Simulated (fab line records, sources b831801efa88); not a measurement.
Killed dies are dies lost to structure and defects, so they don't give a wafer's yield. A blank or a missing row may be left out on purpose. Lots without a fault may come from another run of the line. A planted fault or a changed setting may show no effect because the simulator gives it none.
Which tool did it? | flow sky130 | 11 lots, 33 wafers sampled, at 6 steps of a route of 708

WHAT THE GAUGES READ, wafer by wafer
SKY_POLY_CUT_CD_MEAS_08: target cd 270 nm.
lot  | measured     | on        | cd_nm (nm)
L477 | day 24 08:32 | cd_sem-01 | 273.4 272.7 272.3
L479 | day 25 10:49 | cd_sem-02 | 270.3 270.1 270.1
L481 | day 27 00:10 | cd_sem-01 | 271.7 272.5 271.2
L484 | day 27 05:04 | cd_sem-02 | 266.4 268.8 269.0
L485 | day 27 11:32 | cd_sem-01 | 271.9 271.4 271.5
L493 | day 30 03:26 | cd_sem-01 | 271.5 270.4 270.2
L495 | day 30 17:52 | cd_sem-01 | 274.3 274.0 273.5
L496 | day 30 23:02 | cd_sem-02 | 267.0 269.0 268.1
L497 | day 31 03:19 | cd_sem-01 | 270.4 269.7 269.8
L498 | day 31 11:11 | cd_sem-01 | 268.4 269.9 270.3
L499 | day 31 18:08 | cd_sem-01 | 269.6 268.8 269.6

SKY_RES_XHIGH_TW_MEAS_09.
lot  | measured     | on            | RES_XHIGH_TW
L477 | day 26 19:55 | film_metro-01 | 1625 1629 1626
L479 | day 27 22:11 | film_metro-03 | 1636 1632 1624
L481 | day 29 09:39 | film_metro-04 | 1652 1650 1653
L484 | day 29 13:31 | film_metro-04 | 1576 1569 1575 1576 1575 1572
L485 | day 29 20:38 | film_metro-03 | 1561 1563 1558 1553 1557 1561
L493 | day 32 10:23 | film_metro-04 | 1641 1640 1640
L495 | day 33 00:40 | film_metro-03 | 1632 1637 1640
L496 | day 33 05:55 | film_metro-03 | 1646 1634 1639
L497 | day 33 09:10 | film_metro-03 | 1638 1643 1642
L498 | day 33 17:22 | film_metro-01 | 1613 1615 1603
L499 | day 34 00:28 | film_metro-03 | 1641 1637 1636

SKY_SD_N_RS_MEAS_16: measures by four-point-probe.
lot  | measured     | on            | SD_N_RS (ohm/sq)
L477 | day 28 01:43 | film_metro-04 | 68.53 68.47 68.66
L479 | day 29 02:42 | film_metro-01 | 68.69 68.67 68.35
L481 | day 30 14:56 | film_metro-03 | 68.79 68.76 68.78
L484 | day 30 18:14 | film_metro-01 | 68.45 68.58 68.34
L485 | day 31 00:15 | film_metro-01 | 68.49 68.55 68.46
L493 | day 33 12:13 | film_metro-01 | 68.67 68.37 68.54
L495 | day 34 04:22 | film_metro-04 | 68.51 68.34 68.49
L496 | day 34 08:28 | film_metro-01 | 68.47 68.42 68.32
L497 | day 34 12:29 | film_metro-03 | 68.53 68.43 68.49
L498 | day 34 20:11 | film_metro-01 | 68.46 68.27 68.46
L499 | day 35 03:26 | film_metro-03 | 68.61 68.69 68.60

SKY_SD_N_RS_MEAS_18: measures by four-point-probe.
lot  | measured     | on            | RES_XHIGH_RS (ohm/sq)
L477 | day 28 01:58 | film_metro-04 | 333.8 334.0 334.0
L479 | day 29 02:56 | film_metro-01 | 331.4 330.8 332.0
L481 | day 30 15:10 | film_metro-03 | 333.0 333.4 332.8
L484 | day 30 18:28 | film_metro-01 | 375.3 375.0 375.4 375.0 375.0 375.2
L485 | day 31 00:29 | film_metro-01 | 374.0 373.2 374.1 374.1 372.1 374.0
L493 | day 33 12:27 | film_metro-01 | 332.7 331.9 331.6
L495 | day 34 04:37 | film_metro-04 | 333.7 332.3 332.8
L496 | day 34 08:43 | film_metro-01 | 332.5 333.0 332.9
L497 | day 34 12:43 | film_metro-03 | 335.7 333.9 333.8
L498 | day 34 20:25 | film_metro-01 | 332.8 331.6 334.5
L499 | day 35 03:41 | film_metro-03 | 333.8 334.3 334.8

WHICH TOOL RAN EACH LOT (tool, then ch and the chambers of the sampled wafers, then the start)
lot  | SKY_POLY_CUT_ETCH_11               | SKY_RES_XHIGH_IMPLANT_07
L477 | rie_diel-04 ch 0,1, day 24 08:41   | implanter-02 ch 0, day 26 19:41
L479 | rie_diel-04 ch 0,1,3, day 25 11:00 | implanter-02 ch 0, day 27 21:55
L481 | rie_diel-01 ch 2,3, day 27 00:21   | implanter-03 ch 0, day 29 09:25
L484 | rie_diel-04 ch 1,2,3, day 27 05:16 | implanter-02 ch 0, day 29 13:16
L485 | rie_diel-04 ch 2,3, day 27 11:42   | implanter-02 ch 0, day 29 20:25
L493 | rie_diel-01 ch 2,3, day 30 03:38   | implanter-01 ch 0, day 32 10:08
L495 | rie_diel-01 ch 1,2, day 30 18:01   | implanter-02 ch 0, day 33 00:27
L496 | rie_diel-04 ch 0,2,3, day 30 23:11 | implanter-02 ch 0, day 33 05:41
L497 | rie_diel-02 ch 1,2,3, day 31 03:31 | implanter-01 ch 0, day 33 08:55
L498 | rie_diel-01 ch 0,2,3, day 31 11:23 | implanter-01 ch 0, day 33 17:06
L499 | rie_diel-01 ch 0,1,3, day 31 18:20 | implanter-02 ch 0, day 34 00:13
- SKY_POLY_CUT_ETCH_11: etches Si3N4 in CF4/CH2F2/Ar, stops on poly-Si, time 42.5 s, target depth 60 nm.
- SKY_RES_XHIGH_IMPLANT_07

WHAT THE TOOLS THEMSELVES READ (means of the sampled wafers that have a number; where no wafer has one, the mark that the record gives instead)
SKY_POLY_CUT_ETCH_11.
lot  | tool        | drypump_motor_current_A (A) | oes_product_au (a.u.) | throttle_valve_pct (%)
L477 | rie_diel-04 | 6.2                         | 0.832                 | 14.994
L479 | rie_diel-04 | 6.0                         | 0.829                 | 15.005
L481 | rie_diel-01 | 5.8                         | 0.837                 | 14.988
L484 | rie_diel-04 | 6.0                         | 0.835                 | 14.995
L485 | rie_diel-04 | 5.8                         | 0.833                 | 14.999
L493 | rie_diel-01 | 5.9                         | 0.837                 | 14.998
L495 | rie_diel-01 | 5.5                         | 0.833                 | 14.989
L496 | rie_diel-04 | 6.0                         | 0.827                 | 14.993
L497 | rie_diel-02 | 5.3                         | 0.837                 | 14.995
L498 | rie_diel-01 | 5.8                         | 0.845                 | 14.998
L499 | rie_diel-01 | 5.7                         | 0.840                 | 14.993

SKY_RES_XHIGH_IMPLANT_07.
lot  | tool         | end_station_pressure_torr (Torr)
L477 | implanter-02 | 4.83e-06
L479 | implanter-02 | 5.36e-06
L481 | implanter-03 | 4.90e-06
L484 | implanter-02 | 5.17e-06
L485 | implanter-02 | 5.20e-06
L493 | implanter-01 | 5.33e-06
L495 | implanter-02 | 5.22e-06
L496 | implanter-02 | 5.28e-06
L497 | implanter-01 | 5.43e-06
L498 | implanter-01 | 5.28e-06
L499 | implanter-02 | 5.36e-06

THE ANSWER, worked out from the rows above alone
Rule: what is usual is taken from the lots themselves. Put in order of their means at a reading, lots are off if they are a third of the lots or fewer, leave a main group of 4 or more, and stand apart from it by a gap of 3 or more times the standard deviation of the main group's means; of several such gaps the widest counts. A main group whose means are all the same, to the digits that the tables above print for the reading, isn't used. A lot without any number at a reading at which 4 lots or more have one is off too. The other lots that the step has rows for count as sound. The gauges are gone through in route order, then the tools' own readings, and for those a lot's mean is taken as printed above. The first step at which some lot is off is used, and at that step the reading that is off furthest; a lot without a number counts as furthest.
Off: L484, L485, at SKY_RES_XHIGH_TW_MEAS_09 (RES_XHIGH_TW). The main group: mean 1635, standard deviation 11.
A tool fits if, at a process step before that reading, it ran every lot that is off, and no sound lot after the first of them. The gauges at SKY_RES_XHIGH_TW_MEAS_09 aren't tried: what is off there is off at SKY_SD_N_RS_MEAS_18 too, on other tools, and a gauge's error can't cause that. None of those tried fits.

WHAT THE SIMULATOR HAD PUT IN
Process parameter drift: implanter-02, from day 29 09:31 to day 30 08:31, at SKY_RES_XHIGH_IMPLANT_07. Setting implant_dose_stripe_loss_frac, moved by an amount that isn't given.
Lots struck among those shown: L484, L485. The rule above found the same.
